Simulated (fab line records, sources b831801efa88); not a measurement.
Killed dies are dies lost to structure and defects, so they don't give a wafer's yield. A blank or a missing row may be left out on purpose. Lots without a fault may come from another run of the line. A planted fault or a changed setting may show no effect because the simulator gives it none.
Which tool did it? | flow sky130 | 13 lots, 39 wafers sampled, at 2 steps of a route of 708

WHAT THE GAUGES READ, wafer by wafer
SKY_VIA4_THK_MEAS_20: measures by xrf.
lot  | measured     | on            | VIA4_W_THK (nm)
L191 | day 44 04:38 | film_metro-03 | 472 472 466
L190 | day 44 05:32 | film_metro-04 | 460 459 465
L192 | day 44 10:55 | film_metro-04 | 469 476 473
L193 | day 44 11:52 | film_metro-01 | 467 475 468
L194 | day 44 23:02 | film_metro-01 | 465 471 467
L195 | day 45 12:46 | film_metro-04 | 468 469 469
L197 | day 45 16:26 | film_metro-04 | 479 472 475
L202 | day 47 09:23 | film_metro-01 | 476 473 469
L204 | day 47 11:28 | film_metro-01 | 478 478 478
L207 | day 48 03:50 | film_metro-01 | 484 468 473
L206 | day 48 04:31 | film_metro-04 | 467 471 464
L210 | day 49 12:29 | film_metro-01 | 464 472 460
L208 | day 49 15:59 | film_metro-04 | 462 467 458

WHICH TOOL RAN EACH LOT (tool, then ch and the chambers of the sampled wafers, then the start)
lot  | SKY_CAPM_STRIP_15
L191 | wet_bench-04 ch 3, day 38 22:09
L190 | wet_bench-02 ch 1, day 38 22:56
L192 | wet_bench-04 ch 2, day 39 05:32
L193 | wet_bench-02 ch 0, day 39 05:50
L194 | wet_bench-04 ch 0, day 39 22:17
L195 | wet_bench-04 ch 1, day 40 10:51
L197 | wet_bench-01 ch 1, day 40 16:09
L202 | wet_bench-01 ch 2, day 42 12:20
L204 | wet_bench-02 ch 0, day 42 15:08
L207 | wet_bench-04 ch 3, day 43 10:02
L206 | wet_bench-02 ch 1, day 43 11:24
L210 | wet_bench-01 ch 1, day 45 03:54
L208 | wet_bench-04 ch 3, day 45 06:31
- SKY_CAPM_STRIP_15: strips in post etch residue remover, time 1229 s.

WHAT THE TOOLS THEMSELVES READ (means of the sampled wafers that have a number; where no wafer has one, the mark that the record gives instead)
The record holds no such reading with a usual standard deviation.

THE ANSWER, worked out from the rows above alone
Rule: what is usual is taken from the lots themselves. Put in order of their means at a reading, lots are off if they are a third of the lots or fewer, leave a main group of 4 or more, and stand apart from it by a gap of 3 or more times the standard deviation of the main group's means; of several such gaps the widest counts. A main group whose means are all the same, to the digits that the tables above print for the reading, isn't used. A lot without any number at a reading at which 4 lots or more have one is off too. The other lots that the step has rows for count as sound. The gauges are gone through in route order, then the tools' own readings, and for those a lot's mean is taken as printed above. The first step at which some lot is off is used, and at that step the reading that is off furthest; a lot without a number counts as furthest.
No lot is off at any reading shown: from this, nothing can be told.

WHAT THE SIMULATOR HAD PUT IN
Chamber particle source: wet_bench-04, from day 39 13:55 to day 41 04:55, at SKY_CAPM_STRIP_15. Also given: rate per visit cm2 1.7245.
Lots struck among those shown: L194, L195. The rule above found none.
